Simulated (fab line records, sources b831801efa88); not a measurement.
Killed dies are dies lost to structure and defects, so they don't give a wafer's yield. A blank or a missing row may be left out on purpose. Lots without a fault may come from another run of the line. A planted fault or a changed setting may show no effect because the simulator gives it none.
One fault seen from 2 desks | flow sky130 | each desk has only its own numbers; what lay behind them comes last

THE METROLOGY DESK
What the gauges read, lot by lot, whatever tool the lot ran on: means of the sampled wafers that have a number. A lot is out of limits, marked OUT, if its mean lies more than 4 standard deviations from the usual mean; the brackets give that distance.
Columns: A = METAL1_ALCU_RS at SKY_METAL1_RS_MEAS_05, usual 0.1265 ohm/sq; B = VIA1_HDPCVD_THK at SKY_VIA1_THK_MEAS_01, usual 1028 nm
lot  | first seen here | A      | B
L761 | day 32 09:31    | 0.1274 | 1037
L765 | day 34 00:58    | 0.1271 | 1027
L766 | day 34 01:09    | 0.1270 | 1036
L769 | day 35 03:52    | 0.1269 | 1035
L770 | day 35 15:17    | 0.1251 | 1023
L774 | day 36 11:06    | 0.1254 | 1031
L776 | day 37 04:11    | 0.1279 | 1028
L777 | day 38 00:07    | 0.1257 | 1026
L780 | day 38 11:38    | 0.1263 | 1029
L782 | day 38 18:57    | 0.1261 | 1023
L781 | day 39 01:10    | 0.1248 | 1024
L783 | day 39 15:04    | 0.1289 | 1029
This desk's finding: nothing out of limits on any of the 12 lots.

THE TOOL OWNER'S DESK: pvd_sputter-03
The tool's own readings at SKY_METAL2_SPUTTER_04 (material TiN, target thk 70 nm, time 58.3 s): means of the sampled wafers that have a number, for each lot that ran on this tool. A lot is out of limits, marked OUT, if its mean lies more than 4 standard deviations from the usual mean; the brackets give that distance.
Columns: A = cathode_dc_power_W at SKY_METAL2_SPUTTER_04, usual 6500.0 W; B = throttle_valve_pct at SKY_METAL2_SPUTTER_04, usual 29.9 %
lot  | first seen here | A                        | B
L765 | day 36 10:10    | 6500.5                   | 30.0
L774 | day 38 19:05    | 6735.0 (+99 or more) OUT | 30.1
L776 | day 39 10:30    | 6734.5 (+99 or more) OUT | 30.0
L783 | day 41 18:53    | 6498.8                   | 31.1
This desk's finding: out of limits on L774, L776; first on L774, day 38 19:05 (cathode_dc_power_W at SKY_METAL2_SPUTTER_04). In limits: L765, L783.

PUT TOGETHER
The tool owner's desk could have raised an alarm at day 38 19:05, on L774, L776.
The metrology desk saw nothing out of limits.
The metrology desk has L774, L776 on record, within its limits.
Of the lots named, all ran SKY_METAL2_SPUTTER_04 on pvd_sputter-03.

WHAT THE SIMULATOR HAD PUT IN
Process parameter drift: pvd_sputter-03, from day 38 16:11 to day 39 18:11, at SKY_METAL2_SPUTTER_04. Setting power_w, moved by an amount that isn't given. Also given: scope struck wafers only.
Lots struck among those shown: L774, L776.
Hours from the fault's start to each desk's first reading out of limits: the tool owner's desk, 3.
